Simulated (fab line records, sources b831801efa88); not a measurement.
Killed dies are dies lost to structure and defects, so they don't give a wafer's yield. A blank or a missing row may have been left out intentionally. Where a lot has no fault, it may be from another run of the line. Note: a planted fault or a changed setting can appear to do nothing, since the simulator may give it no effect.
Matching of chambers -- flow gf180mcu -- GF_V2_CMP_26 on cmp-02: 4 sister chambers
The step polishes, stops on SiO2, t overpolish 15 s, target thk 0 nm. 4 wafers are shown with their chamber, then 12 later ones without.

WAFERS WITH THEIR CHAMBER
wafer,chamber,motor_current_A (A)
L087.4,1,10.5
L089.5,2,11.1
L090.3,0,12.5
L090.6,3,12.8

WAFERS WHOSE CHAMBER IS MISSING
wafer,motor_current_A (A)
L093.1,12.1
L093.3,12.9
L093.4,11.2
L094.1,12.8
L094.3,12.6
L094.6,11.4
L095.1,11.3
L095.2,12.7
L095.3,10.3
L096.3,11.6
L096.5,10.3
L096.6,12.3

CHAMBER TAKEN BY EACH
wafer,from the rows above,in truth
L093.1,can't be placed: 0 or 3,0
L093.3,can't be placed: 3 or 0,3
L093.4,2,2
L094.1,can't be placed: 3 or 0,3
L094.3,can't be placed: 0 or 3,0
L094.6,2,2
L095.1,2,2
L095.2,can't be placed: 3 or 0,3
L095.3,1,1
L096.3,can't be placed: 2 or 0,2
L096.5,1,1
L096.6,can't be placed: 0 or 3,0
Correctly placed: 5 of 12. Not placeable from these rows: 7 (in 7, the candidates include the true chamber). Wrongly placed: 0.
How it was worked out, from the rows above alone: a wafer's distance from a chamber is the root of the sum, over the readings, of the square of ((its reading less the chamber's mean) divided by the reading's scatter). If the next closest chamber is less than 2 further off than the closest, the wafer can't be placed; otherwise it belongs to the closest. A chamber's mean is the mean of its shown wafers. The scatter: with one shown wafer a chamber, the root of the mean of the squares of how far each hidden wafer lies from its nearest shown one.
